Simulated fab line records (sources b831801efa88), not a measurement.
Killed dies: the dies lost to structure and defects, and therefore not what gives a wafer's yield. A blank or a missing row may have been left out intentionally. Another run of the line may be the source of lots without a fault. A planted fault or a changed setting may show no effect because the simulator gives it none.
One fault seen from 2 desks :: flow gf180mcu :: only its own numbers are on each desk; what lay behind them is given at the end

== AT THE TOOL OWNER'S DESK: furnace-02 ==
The tool's own readings at GF_DUAL_GATE_OXIDATION_02 (stabilise 600 s, purge 300 s, target thk 10.887 nm): means of the sampled wafers that have a number, for each lot that ran on this tool. Any lot whose mean is over 4 standard deviations away from the usual mean is out of limits and marked OUT; that distance is given in the brackets.
Columns: A = spike_tc_bottom_C at GF_DUAL_GATE_OXIDATION_02, usual 916.2 C; B = spike_tc_centre_C at GF_DUAL_GATE_OXIDATION_02, usual 901.3 C; C = spike_tc_lower_C at GF_DUAL_GATE_OXIDATION_02, usual 900.4 C; D = spike_tc_top_C at GF_DUAL_GATE_OXIDATION_02, usual 912.0 C; E = spike_tc_upper_C at GF_DUAL_GATE_OXIDATION_02, usual 900.2 C; F = tube_center_temp_C at GF_DUAL_GATE_OXIDATION_02, usual 900.01 C; G = tube_center_temp_C_max at GF_DUAL_GATE_OXIDATION_02, usual 902.4
lot: L729
first seen here: day 8 16:40
A: 917.1
B: 900.4
C: 900.1
D: 911.9
E: 901.8
F: 900.04
G: 902.4

lot: L730
first seen here: day 8 20:13
A: 917.2
B: 902.3
C: 900.4
D: 912.2
E: 901.7
F: 900.00
G: 902.1

lot: L734
first seen here: day 9 22:44
A: 908.3 (-6.6) OUT
B: 892.2 (-9.7) OUT
C: 892.6 (-7.1) OUT
D: 903.6 (-7.6) OUT
E: 892.6 (-4.5) OUT
F: 891.47 (-97) OUT
G: 893.8 (-23) OUT

lot: L736
first seen here: day 10 11:55
A: 909.1 (-5.9) OUT
B: 892.5 (-9.4) OUT
C: 893.0 (-6.7) OUT
D: 903.0 (-8.2) OUT
E: 893.2 (-4.1) OUT
F: 891.40 (-98) OUT
G: 893.7 (-23) OUT

lot: L745
first seen here: day 13 00:28
A: 916.3
B: 900.8
C: 901.2
D: 911.4
E: 901.5
F: 899.97
G: 902.5

lot: L746
first seen here: day 13 05:50
A: 916.0
B: 901.0
C: 900.2
D: 912.2
E: 900.6
F: 900.03
G: 903.0

lot: L747
first seen here: day 13 13:34
A: 916.6
B: 901.8
C: 900.8
D: 912.4
E: 900.9
F: 900.09
G: 902.4

lot: L749
first seen here: day 14 01:41
A: 916.9
B: 902.4
C: 900.8
D: 911.5
E: 901.2
F: 900.02
G: 902.4
This desk's finding: out of limits on L734, L736; first on L734, day 9 22:44 (spike_tc_bottom_C at GF_DUAL_GATE_OXIDATION_02). Within limits: L729, L730, L745, L746, L747, L749.

== THE METROLOGY DESK ==
What the gauges read for every lot (on any tool): the sampled wafers with a number, averaged. Any lot whose mean is over 4 standard deviations away from the usual mean is out of limits and marked OUT; that distance is given in the brackets.
Columns: A = DUAL_GATE_OXIDATION_00_THK at GF_DUAL_GATE_THK_MEAS_03, usual 10.85 nm; B = cd_nm at GF_V2_CD_MEAS_14, usual 260.1 nm
lot: L727
first seen here: day 8 04:21
A: 10.89
B: 261.7

lot: L728
first seen here: day 8 11:20
A: 10.62
B: 260.8

lot: L729
first seen here: day 8 18:07
A: 10.97
B: 261.6

lot: L730
first seen here: day 8 21:40
A: 11.04
B: 259.7

lot: L732
first seen here: day 9 07:52
A: 11.06
B: 261.0

lot: L734
first seen here: day 10 00:12
A: 9.80 (-4.8) OUT
B: 258.6

lot: L735
first seen here: day 10 12:01
A: 10.86
B: 259.9

lot: L736
first seen here: day 10 13:22
A: 9.63 (-5.5) OUT
B: 260.1

lot: L745
first seen here: day 13 01:55
A: 10.87
B: 258.4

lot: L746
first seen here: day 13 07:17
A: 10.93
B: 259.4

lot: L747
first seen here: day 13 15:00
A: 11.11
B: 260.7

lot: L749
first seen here: day 14 03:08
A: 11.04
B: 259.1
This desk reports L734, L736 out of limits; the earliest was L734 at day 10 00:12 (DUAL_GATE_OXIDATION_00_THK at GF_DUAL_GATE_THK_MEAS_03). Within limits: L727, L728, L729, L730, L732, L735, L745, L746, L747, L749.

== ALL TOGETHER ==
At day 9 22:44, on L734, L736, the tool owner's desk was in a position to raise an alarm.
On L734, L736, the metrology desk was in a position to raise an alarm at day 10 00:12.
Every lot named ran GF_DUAL_GATE_OXIDATION_02 on furnace-02.

== WHAT THE SIMULATOR HAD PUT IN ==
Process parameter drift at GF_DUAL_GATE_OXIDATION_02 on furnace-02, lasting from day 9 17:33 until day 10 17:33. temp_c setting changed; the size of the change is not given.
Shown lots that were struck: L734, L736.
Delay (hours) between the fault's onset and each desk's first out-of-limits reading: 5 at the tool owner's desk, 7 at the metrology desk.
